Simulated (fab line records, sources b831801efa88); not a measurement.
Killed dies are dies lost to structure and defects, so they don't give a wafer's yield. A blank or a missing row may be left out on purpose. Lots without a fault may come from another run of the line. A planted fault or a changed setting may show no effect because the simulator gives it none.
Tool commonality check | flow sky130 | 14 lots, 42 wafers sampled

WHY IT WAS OPENED
At SKY_LDD_P_TW_MEAS_11 the reading LDD_P_TW is flagged on 2 of 14 lots. Wafers without a fault read 634, standard deviation 6.3.
Rule: a lot is flagged when every wafer of it that has a number lies more than 4 standard deviations from that mean, or none has a number. The other lots count as sound.

lot  | measured     | on            | LDD_P_TW, wafer by wafer | flag
L420 | day 19 02:43 | film_metro-01 | 630 631 631              |
L421 | day 19 20:33 | film_metro-01 | 632 634 631              |
L423 | day 21 11:08 | film_metro-01 | 628 632 631              |
L426 | day 22 04:37 | film_metro-02 | 635 632 629              |
L425 | day 22 07:59 | film_metro-02 | 630 629 634              |
L427 | day 23 02:41 | film_metro-02 | 635 635 632              |
L434 | day 25 05:16 | film_metro-04 | 30 30 30                 | FLAGGED
L435 | day 25 11:33 | film_metro-01 | 30 30 30                 | FLAGGED
L437 | day 25 15:35 | film_metro-01 | 632 629 628              |
L438 | day 26 06:00 | film_metro-02 | 625 628 627              |
L439 | day 26 13:36 | film_metro-04 | 643 644 640              |
L441 | day 27 00:05 | film_metro-04 | 640 642 641              |
L440 | day 27 00:18 | film_metro-01 | 633 634 630              |
L442 | day 27 06:46 | film_metro-02 | 629 629 628              |
The numbers of the flagged lots are 30 on average: -604 against the usual, or -96 standard deviations.

WHICH TOOL RAN EACH LOT
The record holds 2 process steps before the reading, out of a route of 708 steps. In each cell: the tool, then ch and the chambers that the sampled wafers went through, then the start.
lot  | flag    | SKY_LDD_N_STRIP_16                   | SKY_LDD_P_STRIP_10
L420 |         | plasma_asher-02 ch 0,1, day 17 20:11 | plasma_asher-01 ch 0,1, day 19 02:37
L421 |         | plasma_asher-01 ch 0,1, day 18 13:40 | plasma_asher-04 ch 0,1, day 19 20:27
L423 |         | plasma_asher-01 ch 0,1, day 20 03:32 | plasma_asher-01 ch 0,1, day 21 11:02
L426 |         | plasma_asher-01 ch 0,1, day 20 20:38 | plasma_asher-01 ch 0,1, day 22 04:30
L425 |         | plasma_asher-04 ch 0,1, day 21 00:26 | plasma_asher-03 ch 0,1, day 22 07:53
L427 |         | plasma_asher-01 ch 0,1, day 21 20:04 | plasma_asher-03 ch 0,1, day 23 02:35
L434 | FLAGGED | plasma_asher-04 ch 0,1, day 23 23:16 | plasma_asher-04 ch 0,1, day 25 05:10
L435 | FLAGGED | plasma_asher-04 ch 0,1, day 24 05:26 | plasma_asher-01 ch 0,1, day 25 11:26
L437 |         | plasma_asher-01 ch 0,1, day 24 09:44 | plasma_asher-01 ch 0,1, day 25 15:29
L438 |         | plasma_asher-04 ch 0,1, day 25 00:10 | plasma_asher-03 ch 0,1, day 26 05:54
L439 |         | plasma_asher-04 ch 0,1, day 25 09:22 | plasma_asher-03 ch 0,1, day 26 13:30
L441 |         | plasma_asher-04 ch 0,1, day 25 18:47 | plasma_asher-04 ch 0,1, day 26 23:59
L440 |         | plasma_asher-02 ch 0,1, day 25 18:49 | plasma_asher-01 ch 1, day 27 00:12
L442 |         | plasma_asher-04 ch 0,1, day 26 01:01 | plasma_asher-04 ch 0,1, day 27 06:39
What these steps do:
- SKY_LDD_N_STRIP_16: strips in O2/N2.
- SKY_LDD_P_STRIP_10: strips in O2/N2.
- SKY_LDD_P_TW_MEAS_11

FLAGGED OVER TOTAL, TOOL BY TOOL (the gauges that took the reading come last)
step                 | tool            | lots run | flagged | share of the flagged lots | sound lots run after its first flagged lot
SKY_LDD_N_STRIP_16   | plasma_asher-01 | 5        | 0       | none                      | -
SKY_LDD_N_STRIP_16   | plasma_asher-02 | 2        | 0       | none                      | -
SKY_LDD_N_STRIP_16   | plasma_asher-04 | 7        | 2       | all                       | 4 (L438,L439,L441,L442)
SKY_LDD_P_STRIP_10   | plasma_asher-01 | 6        | 1       | some                      | 2 (L437,L440)
SKY_LDD_P_STRIP_10   | plasma_asher-03 | 4        | 0       | none                      | -
SKY_LDD_P_STRIP_10   | plasma_asher-04 | 4        | 1       | some                      | 2 (L441,L442)
SKY_LDD_P_TW_MEAS_11 | film_metro-01   | 6        | 1       | some                      | 2 (L437,L440)
SKY_LDD_P_TW_MEAS_11 | film_metro-02   | 5        | 0       | none                      | -
SKY_LDD_P_TW_MEAS_11 | film_metro-04   | 3        | 1       | some                      | 2 (L439,L441)

WHAT THE TABLE ALLOWS
1 row of the table ran every flagged lot: plasma_asher-04 at SKY_LDD_N_STRIP_16.
- plasma_asher-04 at SKY_LDD_N_STRIP_16: 2 of its 7 lots flagged. Sound lots ran on it after the first flagged one (L438, L439, L441, L442), which a lasting fault on the whole tool wouldn't allow. On the flagged lots its readings are blank where sound lots have values: chamber_pressure_mTorr, drypump_motor_current_A, oes_product_au, strip_time_to_endpoint_s.
No row of the table ran every flagged lot and no sound lot after the first.

WHAT THE SIMULATOR HAD PUT IN
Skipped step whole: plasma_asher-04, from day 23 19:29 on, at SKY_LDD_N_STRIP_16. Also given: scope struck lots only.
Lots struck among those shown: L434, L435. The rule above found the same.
